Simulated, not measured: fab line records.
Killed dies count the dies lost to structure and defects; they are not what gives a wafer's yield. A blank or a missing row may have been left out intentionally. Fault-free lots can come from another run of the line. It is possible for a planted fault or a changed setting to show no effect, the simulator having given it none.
A lot that was struck, set against a sound lot + flow sky130 + 16 steps out of a route of 708
Sound: the wafers L768.4, L768.5, L768.6. The struck wafers were L778.3, L778.5, L778.6. Last of all comes the cause.
Order at every step that has rows: each side's tool, ch and its chambers, its first start. Under that, the readings that differ: sound wafers + struck wafers + difference of the means + sigmas: that difference in standard deviations of wafers without a fault.
alike: readings with means less than 2 such deviations apart, plus words and numbers identical on both sides. not compared: withheld readings, readings lacking a value on some wafer, bounds such as >300 that could conceal the same value, and numbers that have no deviation in the record and whose values overlap.
The two part at a step that has a row with sigmas, a row that says differs or no value, or rows on one side only. Non-overlapping numbers with no deviation appear without sigmas and do not part them. Lack of a reading on every wafer of one side parts them only where that side has two or more wafers.

SKY_FIELD_ISO_THK_MEAS_04:
  struck on film metro-02, day 5 19:56; sound on film metro-02, day 3 17:01
  alike: FIELD_ISO_CVD_03_THK
then, 8 steps without rows for these wafers: SKY_FIELD_ISO_DEHYDRATE_05 (time 60 s); SKY_FIELD_ISO_HMDS_06 (prime time 60 s); SKY_FIELD_ISO_COAT_07 (resist thk 60 nm); SKY_FIELD_ISO_COAT_08 (resist thk 450 nm); SKY_FIELD_ISO_SOFTBAKE_09 (time 90 s); SKY_FIELD_ISO_EXPOSE_10 (exposes mask FOM, target cd 150 nm); SKY_FIELD_ISO_PEB_11; SKY_FIELD_ISO_DEVELOP_12 (develop time 60 s).
SKY_FIELD_ISO_CD_MEAS_13: the cd target is 150 nm.
  struck on cd sem-01, day 6 15:23; sound on cd sem-01, day 4 10:02
  alike: cd nm
SKY_FIELD_ISO_ETCH_14: etches BARC in N2/H2, stops on SiO2, time 45.9 s, target depth 60 nm.
  sound on rie diel-03 ch 0,1, day 4 10:05; struck on rie diel-01 ch 2,3, day 6 15:28
| reading               | sound             | struck            | difference | sigmas |
|-----------------------|-------------------|-------------------|------------|--------|
| oes product au (a.u.) | 0.866 0.859 0.863 | 0.848 0.857 0.852 | -0.010     | -2     |
  alike: drypump motor current A, throttle valve pct
  not compared: rf hours counter h
SKY_FIELD_ISO_ETCH_15: etches the open film in CHF3/O2, stops on Si, target depth 180 nm, time 72 s.
  sound on rie diel-03 ch 0,1, day 4 10:08; struck on rie diel-01 ch 2,3, day 6 15:31
  alike: drypump motor current A, oes product au, throttle valve pct
  not compared: rf hours counter h
SKY_FIELD_ISO_STRIP_16: strips in O2/N2.
  sound on plasma asher-02 ch 0,1, day 4 10:14; struck on plasma asher-01 ch 0,1, day 6 15:36
  no value came back on the struck wafers for chamber pressure mTorr (mTorr), drypump motor current A (A), oes product au (a.u.), strip time to endpoint s (s); on the sound wafers chamber pressure mTorr (mTorr) reads 1500.4 1503.0 1499.8
| reading                                          | sound | struck          | difference | sigmas |
|--------------------------------------------------|-------|-----------------|------------|--------|
| model.KrF-thick_of_FIELD_ISO_COAT_08.thk nm (nm) | 0 0 0 | 234.3 235.4 237 | +235.6     |        |
  not compared: rf hours counter h
SKY_FIELD_ISO_ETCH_17: etches Si in HBr/Cl2/O2, target depth 342 nm, time 97.7 s.
  sound on rie si-02 ch 0,1,2, day 4 10:17; struck on rie si-02 ch 0,1,2, day 6 15:40
| reading                                          | sound | struck          | difference | sigmas |
|--------------------------------------------------|-------|-----------------|------------|--------|
| model.KrF-thick_of_FIELD_ISO_COAT_08.thk nm (nm) | 0 0 0 | 121 120.4 125.8 | +122       |        |
  alike: drypump motor current A, oes product au, throttle valve pct
  not compared: rf hours counter h
then, 1 step without rows for these wafers: SKY_FIELD_ISO_WET_ETCH_18 (etches Si3N4 in H3PO4, target depth 25 nm, time 286 s).
-- a jump in the record: the struck wafers' starts before and after are 44 days apart (it breaks off in module FIELD_ISO and resumes in module PAD_OPEN, where the first step shown is number 708 of the route) --
SKY_PAD_OPEN_PROBE_99:
  struck on prober-02, day 51 00:16; sound on prober-02, day 49 07:55
| reading             | sound    | struck      | difference | sigmas |
|---------------------|----------|-------------|------------|--------|
| killed at front end | 12 17 19 | 434 415 421 | +407       | +93    |
| killed dies         | 87 81 88 | 492 492 492 | +407       | +37    |
| killed on rim       | 23 18 20 | 96 96 96    | +76        | +18    |
  alike: killed_at_M0_to_M3, killed_at_M4_up, killed at contacts, killed at other, killed open, killed short

== WHERE THEY PART ==
Earliest at SKY_FIELD_ISO_ETCH_14; latest, in this record, at SKY_PAD_OPEN_PROBE_99.

WHY: the cause the simulator had injected
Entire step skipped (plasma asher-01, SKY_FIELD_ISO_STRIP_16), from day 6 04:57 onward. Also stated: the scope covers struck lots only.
